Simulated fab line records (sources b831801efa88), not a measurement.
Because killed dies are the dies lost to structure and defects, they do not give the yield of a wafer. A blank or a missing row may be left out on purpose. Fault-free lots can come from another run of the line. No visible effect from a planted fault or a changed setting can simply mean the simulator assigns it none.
A lot that was struck, set against a sound lot / flow sky130 / 16 steps out of a route of 708
Sound: wafers L106.1, L106.5, L106.6. Struck: wafer L113.6. (L113.4 of the same lot was not struck and is left out.) The cause comes at the end.
For every step that has rows: the tool of each side, followed by ch and its chambers, followed by its first start. Under that, the readings that differ: sound wafers / struck wafers / difference of the means / sigmas: that difference in standard deviations of wafers without a fault.
alike: readings whose means differ by less than 2 such deviations, and words and numbers that are the same on both sides. not compared: withheld readings, readings that some wafer has no value for, bounds like >300 that may hide the same value, and numbers for which the record gives no deviation and whose values overlap.
A row with sigmas, a row that says differs or no value, or rows on one side alone: a step with any of these is where the two part. Numbers that don't overlap but have no deviation are shown without sigmas and don't part them. A reading missing from all wafers of one side parts the sides only when that side holds two or more wafers.

first, 8 steps without rows for these wafers: SKY_POLY_GATE_DEHYDRATE_05 (time 60 s); SKY_POLY_GATE_HMDS_06 (prime time 60 s); SKY_POLY_GATE_COAT_07 (resist thk 110 nm); SKY_POLY_GATE_COAT_08 (resist thk 450 nm); SKY_POLY_GATE_SOFTBAKE_09 (time 90 s); SKY_POLY_GATE_EXPOSE_10 (exposes mask P1M, target cd 150 nm); SKY_POLY_GATE_PEB_11; SKY_POLY_GATE_DEVELOP_12 (develop time 60 s).
SKY_POLY_GATE_CD_MEAS_13: the cd target is 150 nm.
  sound: cdSem-01 at day 21 04:54; struck: cdSem-02 at day 22 21:13
  alike: cdNm
SKY_POLY_GATE_OVL_MEAS_14:
  sound: overlay-02 at day 21 05:01; struck: overlay-01 at day 22 21:17
  alike: POLY_GATE_OVL
SKY_POLY_GATE_ETCH_15: etches BARC in N2/H2, stops on SiO2, time 118.5 s, target depth 110 nm.
  sound on rieDiel-04 ch 0,1,3, day 21 05:03; struck on rieDiel-03 ch 3, day 22 21:18
  alike: drypumpMotorCurrentA, oesProductAu, runLengthS, throttleValvePct
  not compared: rfHoursCounterH
SKY_POLY_GATE_ETCH_16: etches Si3N4 in CH3F/O2, stops on poly-Si, time 147.5 s, target depth 75 nm.
  sound on rieDiel-04 ch 0,1,3, day 21 05:08; struck on rieDiel-03 ch 3, day 22 21:23
  alike: drypumpMotorCurrentA, oesProductAu, runLengthS, throttleValvePct
  not compared: rfHoursCounterH
SKY_POLY_GATE_ETCH_17: etches poly-Si in HBr/Cl2, stops on SiO2, target depth 180 nm, time 70.5 s.
  sound on rieSi-01 ch 0,1,3, day 21 05:14; struck on rieSi-01 ch 2, day 22 21:29
reading=oesProductAu (a.u.); sound=0.989 0.985 0.985; struck=0.869; difference=-0.117; sigmas=-17
reading=runLengthS (s); sound=98.0 98.4 98.7; struck=113.7; difference=+15.3; sigmas=+43
reading=model.KrF-thick_of_POLY_GATE_COAT_08.thkNm (nm); sound=143.3 143.3 141.3; struck=115.2; difference=-27.4; sigmas=
reading=model.SiO2_of_SONOS_ONO_CVD_04.thkNm (nm); sound=4.253 4.331 4.221; struck=3.497; difference=-0.771; sigmas=
  alike: drypumpMotorCurrentA, mfcCl2Sccm, throttleValvePct
  not compared: rfHoursCounterH
SKY_POLY_GATE_STRIP_18: strips in O2/N2.
  sound on plasmaAsher-01 ch 0,1, day 21 05:17; struck on plasmaAsher-01 ch 1, day 22 21:34
reading=oesProductAu (a.u.); sound=0.366 0.363 0.372; struck=0.354; difference=-0.013; sigmas=-3
reading=stripTimeToEndpointS (s); sound=3.21 3.20 3.20; struck=2.89; difference=-0.31; sigmas=-9
  alike: drypumpMotorCurrentA
  not compared: rfHoursCounterH
then, 1 step without rows for these wafers: SKY_POLY_GATE_CLEAN_19 (cleans in SC1/SC2, time 150 s).
-- here the record skips 27 days between the struck wafers' starts before and after, leaving off in module POLY_GATE and picking up in module PAD_OPEN (first step shown: number 708 of the route) --
SKY_PAD_OPEN_PROBE_99:
  sound: prober-02 at day 49 02:12; struck: prober-01 at day 49 22:43
reading=model.etest.tipSonos.rsOhmSq; sound=2640 2645 2664; struck=2444; difference=-206; sigmas=
  alike: killed_at_M0_to_M3, killed_at_M4_up, killedAtContacts, killedAtFrontEnd, killedAtOther, killedDies, killedOpen, killedShort

## WHERE THEY PART
Earliest at SKY_POLY_GATE_ETCH_17; latest, in this record, at SKY_POLY_GATE_STRIP_18. Later steps at which nothing parts them and some readings are alike: SKY_PAD_OPEN_PROBE_99.

WHY: whatever the simulator had introduced
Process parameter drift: rieSi-01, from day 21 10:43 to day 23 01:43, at SKY_POLY_GATE_ETCH_17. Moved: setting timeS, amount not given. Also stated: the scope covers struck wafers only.
